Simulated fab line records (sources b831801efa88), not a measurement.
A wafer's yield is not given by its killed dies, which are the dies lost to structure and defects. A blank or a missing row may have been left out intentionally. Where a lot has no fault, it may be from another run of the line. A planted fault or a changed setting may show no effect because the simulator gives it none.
fab line records    flow sfqLine
record lots=6  wafers=18  lastDay=91
route steps=325 shown I2@110 M3@118
lots untouched by any fault: they come from a run of this same line in which no faults occurred
startH: hours from the record's opening day to when the first of the lot's shown wafers began    waitH: hours from the lot's prior step to this one    " the same as in the row above    L1.1+2: a row that stands for several wafers    - no value present, or no start provided    * or withheld: withheld    < > ~ a bound
route shown NAME@n: names a module that has steps shown in the file, with the first one's number in the route    usual: mean/standard deviation taken from wafers without a fault    same: alike in all rows    chamber/n: place in a boat    sites: the reading at each site    _std_site: the values' standard deviation    _edge_site: mean of outer sites minus mean of inner sites    radiusMm: for every site, how far away it sits from the centre of the wafer    mask NAME#n: copy n    behind: the tool/chamber that last shaped the wafer    hold: what put the lot on hold/how long, in hours/how the hold closed    device: the n, p or np transistor that did not switch    end of line: the same wafers' tests at the end of the route    a step given without rows: its recipe and nothing more    killed: dies lost to structure and defects at the first sort, not the wafer's yield    map: per-die view of a wafer (x killed, . not killed, _ where there is no die)
set.NAME: the setting the step ran with; set.NAME@STEP: the setting that earlier step ran with    model.NAME: the simulator's own value behind a step, which no gauge read
certain route steps with their lots: each step a table, each wafer a row
services: a tool's chamber out of use, with start hour (startH, from the record's first day; less than 0 if before it), hours out, and reason
## steps
# step SFQ_TRILAYER_I2_VIA_LITHO_EXPOSE_068
# recipe maskId=I2  na=0.6  sourceShape=conventional  sigmaOuter=0.65  targetCdNm=500  doseMj=21.3
# step SFQ_TRILAYER_I2_VIA_LITHO_PEB_070
# recipe pebTempC=115  pebTimeS=60  resist=KrF
# step SFQ_TRILAYER_I2_VIA_LITHO_DEVELOP_069
# recipe timeS=60  resist=KrF
# step SFQ_I2_OVL_MEAS_918
# usual I2_OVL=3/5.4
lot.wafer  tool        chamber  startH   waitH  I2_OVL[nm]
L626.1     overlay-01  -        924.36   0.1    -1
L626.2     "           -        "        "      4
L626.4     "           -        "        "      1
L629.2     overlay-02  -        930.37   0.1    2
L629.3     "           -        "        "      9
L629.5     "           -        "        "      5
L635.3     overlay-01  -        986.76   0.1    10
L635.5     "           -        "        "      2
L635.6     "           -        "        "      10
L642.2     overlay-01  -        1045.56  0.1    7
L642.3     "           -        "        "      6
L642.5     "           -        "        "      6
L643.3     overlay-01  -        1046.76  0.1    10
L643.5     "           -        "        "      0
L643.6     "           -        "        "      13
L648.1     overlay-02  -        1104.18  0.1    7
L648.4     "           -        "        "      4
L648.6     "           -        "        "      0
# step SFQ_TRILAYER_I2_VIA_BARC_OPEN_VIA_ETCH_096
# recipe maskMaterial=PR  chemistry=O2  targetDepthNm=125  target=BARC  sourceW=500  biasW=80  pressureMtorr=30  timeS=41.7
# usual biasW=80.00/0.24  chamberPressureMTorr=29.999/0.026  drypumpMotorCurrentA=5.9/0.53  oesProductAu=0.686/0.0045
lot.wafer  tool        chamber  startH   waitH  biasW  chamberPressureMTorr  drypumpMotorCurrentA  oesProductAu  rfHoursCounterH
L626.1     rieDiel-04  0        924.40   0.0    79.80  29.994                5.7                   0.680         16
L626.2     "           2        "        "      79.93  30.085                6.5                   0.680         10
L626.4     "           3        "        "      80.00  30.002                6.1                   0.686         4
L629.2     rieDiel-02  0        930.40   0.0    80.33  29.986                6.0                   0.677         4
L629.3     "           1        "        "      79.89  30.007                6.0                   0.687         3
L629.5     "           0        "        "      80.18  29.980                6.0                   0.687         -
L635.3     rieDiel-04  3        986.79   0.0    79.73  29.968                6.1                   0.687         5
L635.5     "           3        "        "      80.09  30.002                6.1                   0.681         -
L635.6     "           2        "        "      79.57  30.037                6.5                   0.690         -
L642.2     rieDiel-04  1        1045.59  0.0    79.77  30.003                4.7                   0.684         4
L642.3     "           0        "        "      79.77  29.987                5.7                   0.684         18
L642.5     "           0        "        "      80.09  29.999                5.7                   0.692         -
L643.3     rieDiel-02  3        1046.79  0.0    80.02  29.999                6.1                   0.691         14
L643.5     "           0        "        "      79.69  29.994                5.9                   0.684         -
L643.6     "           3        "        "      80.20  30.018                6.1                   0.693         -
L648.1     rieDiel-01  1        1104.22  0.0    79.95  29.985                6.0                   0.683         4
L648.4     "           2        "        "      80.24  30.018                6.4                   0.685         10
L648.6     "           3        "        "      79.57  29.977                6.2                   0.676         -
# step SFQ_TRILAYER_I2_VIA_ETCH_VIA_ETCH_070
# recipe target=SiO2  stopOn=Nb  maskMaterial=PR  taperDeg=20  chemistry=CHF3  targetDepthNm=260  sourceW=491.4  biasW=80  pressureMtorr=30  timeS=withheld
# usual biasW=80.00/0.22  chamberPressureMTorr=30.00/0.03  drypumpMotorCurrentA=5.9/0.53  oesProductAu=0.856/0.0054
lot.wafer  tool        chamber  startH   waitH  biasW  chamberPressureMTorr  drypumpMotorCurrentA  oesProductAu
L626.1     rieDiel-04  0        924.44   0.0    79.63  29.99                 5.7                   0.850
L626.2     "           2        "        "      80.21  29.96                 6.6                   0.861
L626.4     "           3        "        "      80.42  29.95                 6.1                   0.858
L629.2     rieDiel-02  0        930.44   0.0    80.05  30.03                 6.0                   0.851
L629.3     "           1        "        "      80.09  29.96                 6.0                   0.862
L629.5     "           0        "        "      80.16  29.98                 6.0                   0.860
L635.3     rieDiel-04  3        986.82   0.0    79.79  30.00                 6.1                   0.850
L635.5     "           3        "        "      80.13  29.98                 6.1                   0.854
L635.6     "           2        "        "      80.30  30.00                 6.5                   0.862
L642.2     rieDiel-04  1        1045.62  0.0    80.05  30.03                 4.7                   0.844
L642.3     "           0        "        "      80.01  30.00                 5.7                   0.858
L642.5     "           0        "        "      79.74  30.00                 5.7                   0.859
L643.3     rieDiel-02  3        1046.82  0.0    80.17  30.04                 6.2                   0.865
L643.5     "           0        "        "      79.81  30.03                 6.0                   0.866
L643.6     "           3        "        "      79.93  30.00                 6.2                   0.855
L648.1     rieDiel-01  1        1104.26  0.0    79.84  30.04                 6.0                   0.865
L648.4     "           2        "        "      80.16  30.06                 6.4                   0.852
L648.6     "           3        "        "      80.26  29.95                 6.1                   0.849
# step SFQ_TRILAYER_I2_VIA_STRIP_STRIP_071
# recipe gas=O2  powerW=200  platenTempC=40  overashFraction=0.65  chemistry=O2  pressureMtorr=50
# usual chamberPressureMTorr=50.01/0.049  drypumpMotorCurrentA=5.8/0.46  oesProductAu=1.000/0.0095
lot.wafer  tool         chamber  startH   waitH  chamberPressureMTorr  drypumpMotorCurrentA  oesProductAu  rfHoursCounterH
L626.1     rieMetal-03  0        924.55   -      50.01                 5.5                   0.992         96
L626.2     "            1        "        "      50.02                 5.3                   0.986         71
L626.4     "            0        "        "      50.04                 5.5                   0.999         -
L629.2     rieMetal-03  1        930.55   -      49.97                 5.2                   1.003         72
L629.3     "            1        "        "      49.94                 5.3                   1.005         -
L629.5     "            0        "        "      49.93                 5.5                   1.002         -
L635.3     rieMetal-01  0        987.14   -      50.06                 5.5                   0.994         -
L635.5     "            0        "        "      50.01                 5.5                   0.984         -
L635.6     "            1        "        "      50.00                 6.6                   0.996         -
L642.2     rieMetal-01  0        1045.74  -      50.04                 5.5                   1.005         82
L642.3     "            1        "        "      50.00                 6.5                   0.992         -
L642.5     "            1        "        "      50.00                 6.5                   0.991         -
L643.3     rieMetal-04  1        1047.14  -      50.05                 6.2                   1.009         -
L643.5     "            0        "        "      49.98                 6.2                   1.007         -
L643.6     "            1        "        "      50.04                 6.2                   1.014         -
L648.1     rieMetal-03  0        1104.37  -      50.01                 5.5                   0.997         121
L648.4     "            1        "        "      50.08                 5.2                   0.993         -
L648.6     "            1        "        "      50.00                 5.2                   0.988         -
# step SFQ_TRILAYER_I2_VIA_STRIP_SOLV_CLEAN_072
# recipe chemistry=NMP  tempC=70  timeS=600
# step SFQ_TRILAYER_M3_DEP_PRE_CLEAN_074
# recipe gas=Ar  timeS=22.5  biasV=250
# step SFQ_TRILAYER_M3_DEP_SPUTTER_073
# recipe material=Nb  basePressurePa=1.33e-06  chamberPressurePa=0.1333  substrateTempC=20  resputterCathodeVoltageV=400  targetThkNm=200  powerW=2000  timeS=133.3
# usual substrateTempC=19.99/0.1  throttleValvePct=30.4/0.86
lot.wafer  tool           chamber  startH   waitH  substrateTempC  throttleValvePct
L626.1     pvdSputter-03  -        925.37   0.0    19.90           30.8
L626.2     "              -        "        "      19.99           31.2
L626.4     "              -        "        "      20.03           30.4
L629.2     pvdSputter-04  -        931.35   0.0    20.06           30.8
L629.3     "              -        "        "      19.92           29.4
L629.5     "              -        "        "      20.01           29.4
L635.3     pvdSputter-04  -        987.74   0.0    19.84           29.4
L635.5     "              -        "        "      20.18           31.2
L635.6     "              -        "        "      19.96           30.7
L642.2     pvdSputter-06  -        1046.54  0.0    20.25           29.5
L642.3     "              -        "        "      19.85           30.9
L642.5     "              -        "        "      20.01           31.0
L643.3     pvdSputter-03  -        1047.74  0.0    19.90           31.1
L643.5     "              -        "        "      19.99           30.9
L643.6     "              -        "        "      19.79           31.1
L648.1     pvdSputter-06  -        1105.19  0.0    20.10           30.8
L648.4     "              -        "        "      20.00           29.8
L648.6     "              -        "        "      20.04           30.6
# step SFQ_M3_RS_MEAS_919
# recipe thkMeasGauge=four-point-probe  reads=Nb_of_TRILAYER_M3_DEP_SPUTTER_073
# usual M3_NB_RS=0.887/0.01
lot.wafer  tool          chamber  startH   waitH  M3_NB_RS[ohm/sq]
L626.1     filmMetro-02  -        925.46   0.0    0.871
L626.2     "             -        "        "      0.883
L626.4     "             -        "        "      0.885
L629.2     filmMetro-01  -        931.46   0.1    0.909
L629.3     "             -        "        "      0.918
L629.5     "             -        "        "      0.916
L635.3     filmMetro-02  -        987.87   0.1    0.895
L635.5     "             -        "        "      0.889
L635.6     "             -        "        "      0.890
L642.2     filmMetro-02  -        1046.65  0.1    0.889
L642.3     "             -        "        "      0.891
L642.5     "             -        "        "      0.888
L643.3     filmMetro-03  -        1047.87  0.1    0.879
L643.5     "             -        "        "      0.875
L643.6     "             -        "        "      0.879
L648.1     filmMetro-03  -        1105.28  0.0    0.892
L648.4     "             -        "        "      0.903
L648.6     "             -        "        "      0.900
# step SFQ_TRILAYER_M3_LITHO_COAT_080
# recipe resist=BARC  spinRpm=3000  resistThkNm=62
# usual chillPlateTempC=23.02/0.11
lot.wafer  tool           chamber  startH   waitH  chillPlateTempC  model.BARC_of_TRILAYER_M3_LITHO_COAT_080.thkNm
L626.1     lithoTrack-04  0        925.64   0.1    23.06            62.12
L626.2     "              0        "        "      23.07            61.97
L626.4     "              0        "        "      23.17            61.99
L629.2     lithoTrack-03  0        931.67   0.1    22.90            62.3
L629.3     "              0        "        "      23.00            62.33
L629.5     "              0        "        "      22.81            62.24
L635.3     lithoTrack-03  0        988.11   0.1    23.05            61.91
L635.5     "              0        "        "      23.07            61.9
L635.6     "              0        "        "      23.00            61.96
L642.2     lithoTrack-04  0        1046.86  0.1    22.92            56
L642.3     "              0        "        "      22.88            55.98
L642.5     "              0        "        "      22.80            56.15
L643.3     lithoTrack-04  0        1048.11  0.1    23.06            56.02
L643.5     "              0        "        "      23.03            55.99
L643.6     "              0        "        "      22.98            55.96
L648.1     lithoTrack-02  0        1105.46  0.1    23.16            61.97
L648.4     "              0        "        "      23.30            62.39
L648.6     "              0        "        "      23.10            62.02
# step SFQ_TRILAYER_M3_LITHO_COAT_075
# recipe resist=KrF  spinRpm=3000  resistThkNm=600
# step SFQ_TRILAYER_M3_LITHO_SOFTBAKE_079
# recipe tempC=withheld  timeS=withheld  resist=KrF
# step SFQ_TRILAYER_M3_LITHO_EXPOSE_076
# recipe maskId=M3  na=0.6  sourceShape=conventional  sigmaOuter=0.65  targetCdNm=500  doseMj=14.4
# step SFQ_TRILAYER_M3_LITHO_PEB_078
# recipe pebTempC=115  pebTimeS=60  resist=KrF
# step SFQ_TRILAYER_M3_LITHO_DEVELOP_077
# recipe timeS=60  resist=KrF
# step SFQ_M3_OVL_MEAS_921
# usual M3_OVL=-1/5.4
lot.wafer  tool        chamber  startH   waitH  M3_OVL[nm]
L626.1     overlay-01  -        927.89   0.1    -1
L626.2     "           -        "        "      -9
L626.4     "           -        "        "      -10
L629.2     overlay-01  -        936.30   0.1    -17
L629.3     "           -        "        "      -14
L629.5     "           -        "        "      -13
L635.3     overlay-02  -        990.27   0.1    1
L635.5     "           -        "        "      2
L635.6     "           -        "        "      7
L642.2     overlay-02  -        1049.07  0.1    -6
L642.3     "           -        "        "      -4
L642.5     "           -        "        "      -1
L643.3     overlay-02  -        1050.27  0.1    -1
L643.5     "           -        "        "      -1
L643.6     "           -        "        "      -2
L648.1     overlay-01  -        1112.59  0.1    -7
L648.4     "           -        "        "      -7
L648.6     "           -        "        "      -8
# step SFQ_TRILAYER_M3_BARC_OPEN_METAL_ETCH_100
# recipe maskMaterial=PR  chemistry=O2  targetDepthNm=125  target=BARC  icpW=600  biasW=80  pressureMtorr=10  timeS=41.7
# usual biasW=79.98/0.22  chamberPressureMTorr=10.000/0.01  drypumpMotorCurrentA=6.0/0.49  oesProductAu=0.685/0.0045
lot.wafer  tool         chamber  startH   waitH  biasW  chamberPressureMTorr  drypumpMotorCurrentA  oesProductAu  rfHoursCounterH  model.etch.depthNm
L626.1     rieMetal-02  1        927.93   0.0    79.68  10.001                5.1                   0.689         97               62.12
L626.2     "            0        "        "      80.28  10.016                6.3                   0.685         17               61.97
L626.4     "            0        "        "      80.23  10.009                6.3                   0.689         -                61.99
L629.2     rieMetal-01  0        936.33   0.0    79.91  10.008                5.5                   0.687         65               62.3
L629.3     "            1        "        "      80.05  10.001                6.6                   0.680         -                62.33
L629.5     "            1        "        "      79.83  10.016                6.6                   0.682         -                62.24
L635.3     rieMetal-04  0        990.33   0.0    79.54  10.007                6.1                   0.684         -                61.91
L635.5     "            1        "        "      80.27  9.998                 6.2                   0.689         -                61.9
L635.6     "            0        "        "      79.93  10.006                6.2                   0.693         -                61.96
L642.2     rieMetal-04  0        1049.10  0.0    80.17  10.005                6.2                   0.660         13               56
L642.3     "            0        "        "      80.23  10.010                6.2                   0.655         -                55.98
L642.5     "            1        "        "      79.97  10.022                6.2                   0.654         -                56.15
L643.3     rieMetal-02  1        1050.32  0.0    79.77  10.001                5.1                   0.653         -                56.02
L643.5     "            1        "        "      80.08  9.992                 5.1                   0.656         -                55.99
L643.6     "            0        "        "      80.18  10.008                6.3                   0.646         -                55.96
L648.1     rieMetal-04  0        1112.62  0.0    79.75  9.990                 6.2                   0.687         22               61.97
L648.4     "            0        "        "      79.84  9.998                 6.2                   0.690         -                62.39
L648.6     "            1        "        "      80.10  9.994                 6.2                   0.679         -                62.02
# step SFQ_TRILAYER_M3_ETCH_METAL_ETCH_078
# recipe target=Nb  stopOn=SiO2  maskMaterial=PR  chemistry=Cl2/Ar  targetDepthNm=240  icpW=600  biasW=80  pressureMtorr=10  timeS=120
# usual biasW=79.99/0.24  chamberPressureMTorr=10.000/0.009  drypumpMotorCurrentA=6.0/0.49  oesProductAu=0.895/0.0079
lot.wafer  tool         chamber  startH   waitH  biasW  chamberPressureMTorr  drypumpMotorCurrentA  oesProductAu  rfHoursCounterH
L626.1     rieMetal-02  1        927.99   0.0    80.60  10.008                5.1                   0.906         97
L626.2     "            0        "        "      80.12  9.984                 6.3                   0.894         17
L626.4     "            0        "        "      79.70  9.980                 6.3                   0.898         -
L629.2     rieMetal-01  0        936.39   0.0    79.78  10.003                5.5                   0.880         65
L629.3     "            1        "        "      80.18  10.010                6.6                   0.873         -
L629.5     "            1        "        "      80.27  9.994                 6.6                   0.887         -
L635.3     rieMetal-04  0        990.43   0.1    80.05  9.999                 6.2                   0.886         -
L635.5     "            1        "        "      80.08  10.007                6.2                   0.888         -
L635.6     "            0        "        "      80.17  9.985                 6.3                   0.891         -
L642.2     rieMetal-04  0        1049.16  0.0    80.06  10.004                6.2                   0.897         13
L642.3     "            0        "        "      79.55  10.004                6.2                   0.894         -
L642.5     "            1        "        "      80.10  10.019                6.2                   0.904         -
L643.3     rieMetal-02  1        1050.40  0.1    80.13  10.006                5.1                   0.907         -
L643.5     "            1        "        "      79.89  9.991                 5.0                   0.903         -
L643.6     "            0        "        "      80.24  10.012                6.3                   0.897         -
L648.1     rieMetal-04  0        1112.68  0.0    79.96  9.997                 6.2                   0.894         22
L648.4     "            0        "        "      79.78  9.991                 6.2                   0.884         -
L648.6     "            1        "        "      79.71  10.011                6.2                   0.880         -
## services
tool           chamber  startH   hours  kind
rieDiel-01     -        911.92   20.2   repair
rieMetal-04    -        922.10   1.0    repair
pvdSputter-04  -        928.10   2.5    repair
rieDiel-04     -        940.59   2.8    pm
pvdSputter-04  -        940.68   2.4    repair
rieDiel-02     3        956.19   4.6    repair
rieMetal-04    0        958.79   -      clean
rieMetal-04    0        958.79   16.4   scheduledDown
rieDiel-02     0        961.76   6.5    repair
pvdSputter-06  -        973.03   2.8    repair
rieDiel-04     2        979.66   3.5    repair
pvdSputter-04  -        982.58   3.5    repair
rieMetal-03    -        1006.74  2.8    pm
rieDiel-02     0        1012.42  3.7    repair
rieMetal-04    -        1019.55  0.8    repair
rieMetal-04    1        1024.05  4.6    repair
rieDiel-01     2        1033.30  35.3   repair
pvdSputter-03  -        1043.05  4.3    repair
rieDiel-02     2        1049.43  1.5    repair
rieDiel-04     1        1063.68  14.9   repair
rieDiel-04     -        1078.22  1.0    repair
rieDiel-01     1        1079.64  5.6    repair
rieMetal-02    1        1105.74  16.0   repair
rieMetal-02    0        1106.22  29.3   repair
## key
firstSign step=SFQ_TRILAYER_M3_BARC_OPEN_METAL_ETCH_100  reading=oesProductAu  direction=down  sigmas=7  usual=0.685  struck=0.654
effect none on later readings
modelEffect step=SFQ_TRILAYER_M3_LITHO_COAT_080  value=BARC_of_TRILAYER_M3_LITHO_COAT_080.thkNm  without=62  struck=56.02
modelEffect step=SFQ_TRILAYER_M3_BARC_OPEN_METAL_ETCH_100  value=etch.depthNm  without=62  struck=56.02
metAt SFQ_TRILAYER_M3_LITHO_COAT_080
struckWafers L642.2,L642.3,L642.5,L643.3,L643.5,L643.6
onsetBetween 925.64 1046.86
fault kind=processParameterDrift  tool=lithoTrack-04  chamber=-  onsetH=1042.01  steps=SFQ_TRILAYER_M3_LITHO_COAT_080  channel=resistThkNm  offset=-5.9822  shape=step  endH=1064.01  actsIn=theseRecipesOnly  stated=62
